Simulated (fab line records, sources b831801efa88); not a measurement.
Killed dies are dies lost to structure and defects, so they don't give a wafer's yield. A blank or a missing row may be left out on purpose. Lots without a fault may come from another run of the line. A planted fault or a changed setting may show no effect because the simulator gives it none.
Which tool did it? | flow sky130 | 24 lots, 72 wafers sampled, at 6 steps of a route of 708

WHAT THE GAUGES READ, wafer by wafer
SKY_POLY_GATE_THK_MEAS_04.
lot  | measured     | on            | POLY_GATE_CVD_03_THK (nm)
L075 | day 15 17:28 | film_metro-03 | 76.0 75.6 75.2
L074 | day 15 17:37 | film_metro-02 | 74.6 74.3 74.9
L076 | day 15 21:40 | film_metro-01 | 75.3 75.4 74.8
L077 | day 16 00:49 | film_metro-03 | 75.1 75.5 75.4
L078 | day 16 06:01 | film_metro-02 | 76.0 75.2 74.9
L079 | day 16 18:59 | film_metro-03 | 74.4 73.8 74.8
L080 | day 17 08:20 | film_metro-03 | 75.6 75.5 75.3
L081 | day 17 21:36 | film_metro-01 | 75.7 75.5 75.0
L082 | day 18 09:56 | film_metro-01 | 74.9 74.9 75.2
L084 | day 19 00:36 | film_metro-03 | 75.3 75.0 75.3
L083 | day 19 01:58 | film_metro-03 | 74.5 74.6 74.2
L085 | day 19 11:52 | film_metro-02 | 74.3 74.5 74.7
L086 | day 19 17:43 | film_metro-02 | 75.2 75.1 75.1
L087 | day 20 06:35 | film_metro-03 | 73.4 73.6 74.0
L088 | day 20 12:01 | film_metro-02 | 74.6 75.6 75.5
L089 | day 20 13:23 | film_metro-01 | 75.0 74.7 74.8
L090 | day 21 00:51 | film_metro-01 | 74.1 74.5 73.4
L091 | day 21 07:03 | film_metro-01 | 74.9 74.9 74.7
L092 | day 21 16:38 | film_metro-02 | 74.1 74.1 74.4
L093 | day 22 04:02 | film_metro-03 | 73.9 73.9 74.3
L094 | day 22 07:52 | film_metro-01 | 74.9 74.6 74.9
L095 | day 22 10:03 | film_metro-01 | 75.0 75.0 74.7
L096 | day 23 03:34 | film_metro-01 | 74.9 74.7 74.6
L097 | day 23 08:53 | film_metro-01 | 73.7 74.3 74.1

SKY_LDD_N_OVL_MEAS_07.
lot  | measured     | on         | LDD_N_OVL (nm)
L075 | day 18 03:59 | overlay-01 | 1.8 2.9 1.3
L074 | day 18 05:50 | overlay-02 | 0.8 2.3 2.6
L076 | day 18 10:14 | overlay-02 | 1.4 2.8 3.2
L077 | day 18 12:47 | overlay-02 | 1.3 2.7 2.1
L078 | day 18 19:29 | overlay-01 | 0.9 0.3 0.6
L079 | day 19 07:20 | overlay-02 | 0.9 -2.2 -1.0
L080 | day 19 22:19 | overlay-02 | 0.1 -3.8 1.2
L081 | day 20 13:39 | overlay-01 | -0.4 -0.1 1.9
L082 | day 21 02:00 | overlay-01 | 3.6 1.5 0.8
L084 | day 21 17:29 | overlay-01 | 2.1 1.7 2.1
L083 | day 21 18:17 | overlay-02 | -0.5 -1.4 -0.6
L085 | day 22 03:38 | overlay-01 | 0.4 1.3 1.5
L086 | day 22 09:53 | overlay-02 | 0.7 0.9 0.1
L087 | day 22 22:41 | overlay-02 | 2.3 3.0 2.2
L088 | day 23 02:26 | overlay-01 | -1.8 2.6 -1.9
L089 | day 23 04:48 | overlay-01 | 0.1 -0.6 3.4
L090 | day 23 15:30 | overlay-01 | 1.7 3.2 1.6
L091 | day 23 21:23 | overlay-01 | 1.1 1.5 0.7
L092 | day 24 07:24 | overlay-02 | -1.2 0.8 1.5
L093 | day 24 19:24 | overlay-01 | -0.7 1.9 -1.5
L094 | day 24 21:11 | overlay-02 | 2.4 3.0 3.0
L095 | day 25 01:44 | overlay-02 | -2.0 -0.2 -0.8
L096 | day 25 17:38 | overlay-02 | 2.3 1.6 2.7
L097 | day 25 23:14 | overlay-01 | 0.1 1.8 3.7

SKY_VIA3_BOW_MEAS_03.
lot  | measured     | on            | VIA3_BOW (um)
L075 | day 39 03:09 | film_metro-02 | 84 82 86
L074 | day 39 04:41 | film_metro-02 | 71 74 79
L076 | day 39 08:26 | film_metro-03 | 88 84 91
L077 | day 39 09:56 | film_metro-03 | 68 79 85
L078 | day 39 14:10 | film_metro-02 | 82 95 80
L079 | day 40 01:22 | film_metro-02 | 76 78 86
L080 | day 40 12:15 | film_metro-01 | 86 84 78
L081 | day 40 22:06 | film_metro-02 | 83 79 83
L082 | day 41 09:19 | film_metro-02 | 72 90 74
L084 | day 41 17:52 | film_metro-03 | 71 74 82
L083 | day 42 00:34 | film_metro-03 | 89 95 89
L085 | day 42 03:16 | film_metro-03 | 86 65 74
L086 | day 42 10:50 | film_metro-01 | 81 72 77
L087 | day 42 16:56 | film_metro-01 | 81 74 76
L088 | day 42 21:27 | film_metro-02 | 82 71 85
L089 | day 42 23:57 | film_metro-03 | 70 82 73
L090 | day 43 16:26 | film_metro-02 | 74 84 79
L091 | day 43 17:48 | film_metro-01 | 90 81 82
L092 | day 43 18:23 | film_metro-01 | 75 79 82
L093 | day 44 02:04 | film_metro-03 | 85 81 84
L094 | day 44 03:43 | film_metro-03 | 76 78 81
L095 | day 44 11:28 | film_metro-02 | 74 86 88
L096 | day 44 21:42 | film_metro-02 | 73 80 84
L097 | day 45 01:31 | film_metro-03 | 75 79 68

SKY_VIA4_OVL_MEAS_11.
lot  | measured     | on         | VIA4_OVL (nm)
L075 | day 43 02:35 | overlay-02 | -0.8 0.7 -0.3
L074 | day 43 07:46 | overlay-02 | 0.5 1.2 1.4
L076 | day 43 10:11 | overlay-02 | -0.5 1.4 -2.0
L077 | day 43 11:52 | overlay-02 | 1.9 3.6 1.7
L078 | day 43 14:41 | overlay-01 | -2.1 -2.1 -0.1
L079 | day 44 00:10 | overlay-02 | 1.3 1.4 0.9
L080 | day 44 16:16 | overlay-02 | 1.6 0.6 1.5
L081 | day 44 20:05 | overlay-02 | 3.6 3.3 1.3
L082 | day 45 09:54 | overlay-01 | 0.6 0.6 -0.1
L084 | day 45 16:42 | overlay-02 | 1.8 -2.1 0.6
L083 | day 45 22:12 | overlay-02 | -0.9 -1.5 -1.8
L085 | day 46 00:32 | overlay-01 | -0.4 -0.3 -0.8
L086 | day 46 10:36 | overlay-01 | -0.1 -1.9 0.9
L087 | day 46 15:25 | overlay-01 | 0.2 -0.9 -0.1
L088 | day 46 18:18 | overlay-02 | -2.7 0.3 -0.9
L089 | day 46 20:31 | overlay-01 | -1.3 -0.8 0.2
L090 | day 47 13:23 | overlay-02 | -0.1 1.0 0.0
L091 | day 47 15:24 | overlay-01 | -1.7 -1.4 -0.2
L092 | day 47 15:29 | overlay-02 | 0.1 1.4 0.2
L093 | day 47 21:27 | overlay-01 | -0.2 -0.3 -0.1
L094 | day 47 22:01 | overlay-01 | 1.2 1.2 1.3
L095 | day 48 03:34 | overlay-02 | 0.8 2.6 3.1
L096 | day 48 12:34 | overlay-01 | 1.3 -0.1 0.3
L097 | day 48 18:17 | overlay-01 | 0.3 0.7 1.0

WHICH TOOL RAN EACH LOT (tool, then ch and the chambers of the sampled wafers, then the start)
lot  | SKY_SD_P_STRIP_10                    | SKY_METAL2_DESCUM_17
L075 | plasma_asher-02 ch 0,1, day 25 22:52 | rie_metal-01 ch 0,1, day 35 17:54
L074 | plasma_asher-03 ch 0,1, day 26 01:46 | rie_metal-01 ch 0,1, day 35 19:56
L076 | plasma_asher-02 ch 0,1, day 26 07:13 | rie_metal-03 ch 0,1, day 36 01:04
L077 | plasma_asher-01 ch 0,1, day 26 08:32 | rie_metal-02 ch 0,1, day 36 02:37
L078 | plasma_asher-02 ch 0,1, day 26 14:13 | rie_metal-03 ch 0,1, day 36 07:42
L079 | plasma_asher-01 ch 1, day 27 03:14   | rie_metal-02 ch 0,1, day 36 17:31
L080 | plasma_asher-03 ch 0,1, day 27 16:05 | rie_metal-01 ch 0, day 37 06:00
L081 | plasma_asher-02 ch 0,1, day 28 04:36 | rie_metal-02 ch 0,1, day 37 16:16
L082 | plasma_asher-01 ch 0,1, day 28 17:58 | rie_metal-01 ch 0,1, day 38 02:04
L084 | plasma_asher-02 ch 0,1, day 29 07:25 | rie_metal-03 ch 0,1, day 38 14:08
L083 | plasma_asher-01 ch 1, day 29 12:41   | rie_metal-02 ch 0,1, day 38 20:15
L085 | plasma_asher-03 ch 0,1, day 29 18:28 | rie_metal-02 ch 0,1, day 38 23:23
L086 | plasma_asher-03 ch 0,1, day 29 23:56 | rie_metal-02 ch 0,1, day 39 05:44
L087 | plasma_asher-01 ch 0,1, day 30 12:32 | rie_metal-02 ch 0,1, day 39 14:10
L088 | plasma_asher-02 ch 0,1, day 30 17:19 | rie_metal-03 ch 0,1, day 39 20:13
L089 | plasma_asher-02 ch 0,1, day 30 18:30 | rie_metal-02 ch 0, day 39 21:47
L090 | plasma_asher-01 ch 0,1, day 31 06:15 | rie_metal-01 ch 0,1, day 40 08:09
L091 | plasma_asher-02 ch 0,1, day 31 11:38 | rie_metal-02 ch 0,1, day 40 11:51
L092 | plasma_asher-02 ch 1, day 31 17:13   | rie_metal-03 ch 0,1, day 40 15:08
L093 | plasma_asher-01 ch 0,1, day 32 05:28 | rie_metal-03 ch 0,1, day 41 01:40
L094 | plasma_asher-03 ch 0,1, day 32 07:22 | rie_metal-03 ch 0,1, day 41 02:54
L095 | plasma_asher-01 ch 0,1, day 32 12:15 | rie_metal-01 ch 0, day 41 09:32
L096 | plasma_asher-01 ch 0,1, day 33 03:31 | rie_metal-02 ch 0,1, day 41 21:50
L097 | plasma_asher-02 ch 0,1, day 33 07:45 | rie_metal-03 ch 0,1, day 42 01:56
- SKY_SD_P_STRIP_10: strips in O2/N2.
- SKY_METAL2_DESCUM_17: chemistry O2, time 8 s.

WHAT THE TOOLS THEMSELVES READ (means of the sampled wafers that have a number; where no wafer has one, the mark that the record gives instead)
SKY_SD_P_STRIP_10.
lot  | tool            | drypump_motor_current_A (A) | oes_product_au (a.u.) | strip_time_to_endpoint_s (s)
L075 | plasma_asher-02 | 6.0                         | 0.617                 | 17.46
L074 | plasma_asher-03 | 5.3                         | 0.619                 | 17.57
L076 | plasma_asher-02 | 6.0                         | 0.614                 | 17.40
L077 | plasma_asher-01 | 5.1                         | 0.622                 | 17.49
L078 | plasma_asher-02 | 5.9                         | 0.613                 | 17.48
L079 | plasma_asher-01 | 4.8                         | 0.619                 | 17.46
L080 | plasma_asher-03 | 5.2                         | 0.621                 | 17.49
L081 | plasma_asher-02 | 6.0                         | 0.617                 | 17.52
L082 | plasma_asher-01 | 5.5                         | 0.612                 | 17.49
L084 | plasma_asher-02 | 6.0                         | 0.624                 | 17.45
L083 | plasma_asher-01 | 4.7                         | 0.620                 | 17.46
L085 | plasma_asher-03 | 5.2                         | 0.621                 | 17.58
L086 | plasma_asher-03 | 5.3                         | 0.618                 | 17.51
L087 | plasma_asher-01 | 5.5                         | 0.614                 | 17.55
L088 | plasma_asher-02 | 5.9                         | 0.623                 | 17.55
L089 | plasma_asher-02 | 6.0                         | 0.613                 | 17.43
L090 | plasma_asher-01 | 5.1                         | 0.622                 | 17.48
L091 | plasma_asher-02 | 5.9                         | 0.618                 | 17.43
L092 | plasma_asher-02 | 5.8                         | 0.621                 | 17.56
L093 | plasma_asher-01 | 5.1                         | 0.619                 | 17.52
L094 | plasma_asher-03 | 5.2                         | 0.615                 | 17.51
L095 | plasma_asher-01 | 5.5                         | 0.615                 | 17.55
L096 | plasma_asher-01 | 5.2                         | 0.614                 | 17.49
L097 | plasma_asher-02 | 5.9                         | 0.618                 | 17.50

SKY_METAL2_DESCUM_17.
lot  | tool         | drypump_motor_current_A (A) | oes_product_au (a.u.)
L075 | rie_metal-01 | 5.9                         | 1.007
L074 | rie_metal-01 | 5.9                         | 1.016
L076 | rie_metal-03 | 6.3                         | 0.998
L077 | rie_metal-02 | 5.8                         | 1.010
L078 | rie_metal-03 | 6.4                         | 1.009
L079 | rie_metal-02 | 5.8                         | 1.017
L080 | rie_metal-01 | 5.7                         | 1.005
L081 | rie_metal-02 | 6.0                         | 0.999
L082 | rie_metal-01 | 5.9                         | 1.008
L084 | rie_metal-03 | 6.3                         | 1.006
L083 | rie_metal-02 | 6.0                         | 1.000
L085 | rie_metal-02 | 6.0                         | 0.997
L086 | rie_metal-02 | 5.8                         | 1.008
L087 | rie_metal-02 | 6.0                         | 0.997
L088 | rie_metal-03 | 6.4                         | 0.999
L089 | rie_metal-02 | 6.2                         | 0.993
L090 | rie_metal-01 | 5.9                         | 1.020
L091 | rie_metal-02 | 5.7                         | 1.019
L092 | rie_metal-03 | 6.3                         | 1.006
L093 | rie_metal-03 | 6.3                         | 0.995
L094 | rie_metal-03 | 6.4                         | 1.008
L095 | rie_metal-01 | 5.7                         | 1.014
L096 | rie_metal-02 | 6.0                         | 1.003
L097 | rie_metal-03 | 6.4                         | 1.006

THE ANSWER, worked out from the rows above alone
Rule: what is usual is taken from the lots themselves. Put in order of their means at a reading, lots are off if they are a third of the lots or fewer, leave a main group of 4 or more, and stand apart from it by a gap of 3 or more times the standard deviation of the main group's means; of several such gaps the widest counts. A main group whose means are all the same, to the digits that the tables above print for the reading, isn't used. A lot without any number at a reading at which 4 lots or more have one is off too. The other lots that the step has rows for count as sound. The gauges are gone through in route order, then the tools' own readings, and for those a lot's mean is taken as printed above. The first step at which some lot is off is used, and at that step the reading that is off furthest; a lot without a number counts as furthest.
No lot is off at any reading shown: from this, nothing can be told.

WHAT THE SIMULATOR HAD PUT IN
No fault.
